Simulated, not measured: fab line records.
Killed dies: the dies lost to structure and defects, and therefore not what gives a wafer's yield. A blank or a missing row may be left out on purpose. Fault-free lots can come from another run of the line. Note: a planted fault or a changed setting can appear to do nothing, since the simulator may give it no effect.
A lot that was struck, set against a sound lot / flow sky130 / 15 out of 708 route steps
Sound: the wafers L765.2, L765.3, L765.6. Wafers L753.1, L753.4, L753.6 were the ones struck. The cause comes at the end.
Per side, at each step with rows, come the tool, then ch with its chambers, and then its first start. Under that, the readings that differ: sound wafers / struck wafers / difference of the means / sigmas: that difference in standard deviations of wafers without a fault.
alike: readings with means less than 2 such deviations apart, plus words and numbers identical on both sides. not compared: withheld readings, readings lacking a value on some wafer, bounds such as >300 that could conceal the same value, and numbers that have no deviation in the record and whose values overlap.
A row with sigmas, a row that says differs or no value, or rows on one side alone: a step with any of these is where the two part. Non-overlapping numbers with no deviation appear without sigmas and do not part them. A reading that every wafer of one side lacks parts them only if that side has two wafers or more.

first, 7 steps without rows for these wafers: SKY_LDD_LDN_DEHYDRATE_00 (time 60 s); SKY_LDD_LDN_HMDS_01 (prime time 60 s); SKY_LDD_LDN_COAT_02 (resist thk 1140 nm); SKY_LDD_LDN_SOFTBAKE_03 (time 60 s); SKY_LDD_LDN_EXPOSE_04 (exposes mask LDNTM, target cd 700 nm); SKY_LDD_LDN_PEB_05; SKY_LDD_LDN_DEVELOP_06 (develop time 60 s).
SKY_LDD_LDN_OVL_MEAS_07:
  sound: overlay-01 at day 28 22:00; struck: overlay-02 at day 25 01:14
  alike: LDD_LDN_OVL
then, 4 steps without rows for these wafers: SKY_LDD_LDN_IMPLANT_08; SKY_LDD_LDN_IMPLANT_09; SKY_LDD_LDN_IMPLANT_10; SKY_LDD_LDN_IMPLANT_11.
SKY_LDD_LDN_STRIP_12: strips in O2/N2.
  sound on plasma_asher-02 ch 0,1, day 28 22:38; struck on plasma_asher-03 ch 0, day 25 01:52
  no value came back on the struck wafers for chamber_pressure_mTorr (mTorr), drypump_motor_current_A (A), oes_product_au (a.u.), strip_time_to_endpoint_s (s); on the sound wafers chamber_pressure_mTorr (mTorr) reads 1499.1 1501.2 1498.9
reading=model.NOVOLAK_of_LDD_LDN_COAT_02.thk_nm (nm); sound=0 0 0; struck=1139 1138 1137; difference=+1138; sigmas=
  not compared: rf_hours_counter_h
SKY_LDD_LDN_TW_MEAS_13:
  sound: film_metro-03 at day 28 22:44; struck: film_metro-03 at day 25 01:58
  alike: LDD_LDN_TW
-- the record jumps here: 23 days lie between the struck wafers' starts before and after (it left off in module LDD_LDN and takes up again in module PAD_OPEN, whose first step shown is number 708 of the route) --
SKY_PAD_OPEN_PROBE_99:
  sound: prober-02 at day 50 00:21; struck: prober-01 at day 47 15:15
reading=killed_at_front_end; sound=11 20 15; struck=421 421 425; difference=+407; sigmas=+95
reading=killed_dies; sound=87 85 87; struck=492 492 492; difference=+406; sigmas=+45
reading=killed_on_rim; sound=14 18 18; struck=96 96 96; difference=+79; sigmas=+21
  alike: killed_at_M0_to_M3, killed_at_M4_up, killed_at_contacts, killed_at_other, killed_open, killed_short

## WHERE THEY PART
Last at SKY_PAD_OPEN_PROBE_99 as far as this record goes, first at SKY_LDD_LDN_STRIP_12.

WHY: the cause the simulator had injected
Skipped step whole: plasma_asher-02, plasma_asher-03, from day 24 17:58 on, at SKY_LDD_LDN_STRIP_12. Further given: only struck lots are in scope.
